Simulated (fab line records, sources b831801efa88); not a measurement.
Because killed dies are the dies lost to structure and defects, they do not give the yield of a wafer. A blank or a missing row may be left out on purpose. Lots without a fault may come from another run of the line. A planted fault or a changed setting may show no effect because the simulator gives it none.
Which tool was responsible? | flow gf180mcu | 36 wafers from 12 lots sampled at 6 of the route's 602 steps

== WHAT THE GAUGES SHOWED, per wafer ==
GF_CONTACT_RS_MEAS_25: the measuring method here is four-point-probe.
lot  | measured     | on            | CONTACT_W_RS (ohm/sq)
L938 | day 16 13:11 | film_metro-04 | 0.386 0.392 0.388
L939 | day 17 09:07 | film_metro-04 | 0.383 0.382 0.386
L940 | day 17 16:52 | film_metro-02 | 0.380 0.380 0.382
L942 | day 18 07:58 | film_metro-02 | 0.383 0.392 0.385
L943 | day 18 10:43 | film_metro-03 | 0.393 0.388 0.366
L944 | day 19 07:50 | film_metro-04 | 0.384 0.365 0.381
L946 | day 19 18:34 | film_metro-04 | 0.381 0.387 0.380
L950 | day 21 21:17 | film_metro-02 | 0.368 0.390 0.392
L951 | day 22 00:50 | film_metro-03 | 0.395 0.395 0.366
L952 | day 22 05:58 | film_metro-02 | 0.378 0.388 0.381
L958 | day 23 22:06 | film_metro-03 | 0.365 0.387 0.367
L959 | day 24 07:20 | film_metro-02 | 0.391 0.370 0.369

GF_V1_THK_MEAS_03.
lot  | measured     | on            | V1_CVD_02_THK (nm)
L938 | day 17 14:13 | film_metro-02 | 849 852 848
L939 | day 18 10:28 | film_metro-02 | 845 842 862
L940 | day 18 17:50 | film_metro-01 | 851 840 853
L942 | day 19 10:14 | film_metro-02 | 845 859 856
L943 | day 19 12:50 | film_metro-02 | 839 853 852
L944 | day 20 09:53 | film_metro-02 | 844 853 846
L946 | day 20 19:49 | film_metro-01 | 856 852 865
L950 | day 22 22:23 | film_metro-03 | 857 811 873
L951 | day 23 01:49 | film_metro-02 | 867 870 829
L952 | day 23 06:47 | film_metro-02 | 840 847 849
L958 | day 24 21:57 | film_metro-03 | 859 856 860
L959 | day 25 07:32 | film_metro-03 | 855 851 856

GF_V1_CD_MEAS_14 targets a cd of 260 nm.
lot  | measured     | on        | cd_nm (nm)
L938 | day 18 13:46 | cd_sem-01 | 260.4 260.4 259.4
L939 | day 19 10:52 | cd_sem-02 | 259.4 259.0 258.9
L940 | day 19 18:27 | cd_sem-01 | 257.6 258.0 258.0
L942 | day 20 11:03 | cd_sem-02 | 260.6 259.6 259.8
L943 | day 20 13:27 | cd_sem-02 | 260.0 260.6 260.5
L944 | day 21 10:01 | cd_sem-02 | 260.3 260.6 260.3
L946 | day 21 19:34 | cd_sem-01 | 257.0 258.0 258.9
L950 | day 23 21:32 | cd_sem-02 | 259.6 259.3 258.9
L951 | day 24 00:28 | cd_sem-02 | 260.9 261.0 262.1
L952 | day 24 05:35 | cd_sem-02 | 260.7 259.1 258.0
L958 | day 25 20:12 | cd_sem-02 | 260.8 260.8 260.6
L959 | day 26 05:05 | cd_sem-02 | 258.1 257.9 258.0

== EACH LOT AND THE TOOL THAT RAN IT (in order: tool; ch and the chambers of the sampled wafers; start) ==
lot  | GF_CONTACT_SPUTTER_23        | GF_V1_CVD_02                    | GF_V1_CMP_04
L938 | pvd_sputter-04, day 16 13:02 | pecvd-02 ch 0,1, day 17 14:09   | cmp-02 ch 0,1, day 17 14:17
L939 | pvd_sputter-01, day 17 08:52 | pecvd-02 ch 0,1,2, day 18 10:25 | cmp-01 ch 0,3, day 18 10:35
L940 | pvd_sputter-04, day 17 16:36 | pecvd-02 ch 0, day 18 17:39     | cmp-01 ch 1,2,3, day 18 17:56
L942 | pvd_sputter-04, day 18 07:47 | pecvd-03 ch 0,1,2, day 19 10:09 | cmp-01 ch 1,2,3, day 19 10:23
L943 | pvd_sputter-02, day 18 10:34 | pecvd-02 ch 0,2, day 19 12:44   | cmp-01 ch 0,1,2, day 19 12:53
L944 | pvd_sputter-04, day 19 07:40 | pecvd-01 ch 0,2, day 20 09:47   | cmp-01 ch 0,1,2, day 20 10:01
L946 | pvd_sputter-02, day 19 18:25 | pecvd-02 ch 0,2, day 20 19:44   | cmp-02 ch 1,2,3, day 20 19:52
L950 | pvd_sputter-01, day 21 21:08 | pecvd-02 ch 0,1, day 22 22:19   | cmp-01 ch 0,3, day 22 22:27
L951 | pvd_sputter-01, day 22 00:42 | pecvd-02 ch 0,1, day 23 01:45   | cmp-01 ch 1,2,3, day 23 01:53
L952 | pvd_sputter-04, day 22 05:48 | pecvd-03 ch 0,1,2, day 23 06:42 | cmp-01 ch 1,2,3, day 23 06:50
L958 | pvd_sputter-04, day 23 21:58 | pecvd-03 ch 0,2, day 24 21:53   | cmp-01 ch 2,3, day 24 22:11
L959 | pvd_sputter-01, day 24 07:12 | pecvd-03 ch 0,1,2, day 25 07:28 | cmp-01 ch 2,3, day 25 07:35
- GF_CONTACT_SPUTTER_23: material TiN, target thk 10 nm, time 40 s.
- GF_V1_CVD_02: deposits SiO2 from TEOS, target thk 850 nm, time 94.851 s.
- GF_V1_CMP_04: polishes SiO2.

== WHAT THE TOOLS THEMSELVES READ (means of the sampled wafers that have a number; where no wafer has one, the mark that the record gives instead) ==
GF_CONTACT_SPUTTER_23.
lot  | tool           | throttle_valve_pct (%)
L938 | pvd_sputter-04 | 30.2
L939 | pvd_sputter-01 | 30.5
L940 | pvd_sputter-04 | 29.7
L942 | pvd_sputter-04 | 29.7
L943 | pvd_sputter-02 | 30.2
L944 | pvd_sputter-04 | 29.2
L946 | pvd_sputter-02 | 30.5
L950 | pvd_sputter-01 | 31.1
L951 | pvd_sputter-01 | 30.9
L952 | pvd_sputter-04 | 29.2
L958 | pvd_sputter-04 | 29.7
L959 | pvd_sputter-01 | 30.6

GF_V1_CVD_02.
lot  | tool     | heater_power_outer_w (W) | heater_power_w (W) | rf_fwd_power_W (W)
L938 | pecvd-02 | 410                      | 667                | 596.5
L939 | pecvd-02 | 386                      | 652                | 597.5
L940 | pecvd-02 | 472                      | 744                | 595.5
L942 | pecvd-03 | 351                      | 595                | 596.5
L943 | pecvd-02 | 359                      | 602                | 597.1
L944 | pecvd-01 | 399                      | 690                | 598.0
L946 | pecvd-02 | 449                      | 714                | 596.5
L950 | pecvd-02 | 491                      | 776                | 563.6
L951 | pecvd-02 | 502                      | 792                | 562.1
L952 | pecvd-03 | 408                      | 683                | 595.8
L958 | pecvd-03 | 326                      | 574                | 597.2
L959 | pecvd-03 | 370                      | 631                | 596.1

GF_V1_CMP_04.
lot  | tool   | motor_current_A (A) | time_to_endpoint_s (s)
L938 | cmp-02 | 13.1                | 83
L939 | cmp-01 | 11.6                | 79
L940 | cmp-01 | 11.0                | 78
L942 | cmp-01 | 11.1                | 79
L943 | cmp-01 | 12.0                | 79
L944 | cmp-01 | 12.2                | 81
L946 | cmp-02 | 13.0                | 89
L950 | cmp-01 | 11.9                | 82
L951 | cmp-01 | 11.1                | 81
L952 | cmp-01 | 11.2                | 79
L958 | cmp-01 | 11.8                | 82
L959 | cmp-01 | 11.2                | 87

== THE ANSWER, worked out from the rows above alone ==
Rule: the lots themselves supply what counts as usual. Put in order of their means at a reading, lots are off if they are a third of the lots or fewer, leave a main group of 4 or more, and stand apart from it by a gap of 3 or more times the standard deviation of the main group's means; of several such gaps the widest counts. If all means in a main group match to the digits the tables above print for the reading, that group is not used. Also off: a lot with no number at a reading for which 4 or more lots have one. Where the step has rows for the other lots, those lots are counted as sound. After the gauges, taken in route order, come the tools' own readings; for these a lot's mean is taken, as printed above. The first step at which some lot is off is used, and at that step the reading that is off furthest; a lot without a number counts as furthest.
Off: L950, L951, at GF_V1_CVD_02 (rf_fwd_power_W). The main group has a mean of 596.7 W with a standard deviation of 0.74.
If a tool, at that step or one of the process steps before it, ran each lot that is off and ran no sound lot following the first of them, it fits. One fits: pecvd-02 at GF_V1_CVD_02. Its last sound lot is L946 (day 20 19:44), its first lot that is off L950 (day 22 22:19): a fault that began between those two fits.
The tool's own readings at GF_V1_CVD_02 bear it out: on the lots that are off they differ by more than 5 times the standard deviation of the sound lots' means. rf_fwd_power_W reads 562.9 W there against 596.7 W on the sound lots.

== WHAT THE SIMULATOR PUT IN ==
pecvd-02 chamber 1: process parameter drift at GF_V1_CVD_02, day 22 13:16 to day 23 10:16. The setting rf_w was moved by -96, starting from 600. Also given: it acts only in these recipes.
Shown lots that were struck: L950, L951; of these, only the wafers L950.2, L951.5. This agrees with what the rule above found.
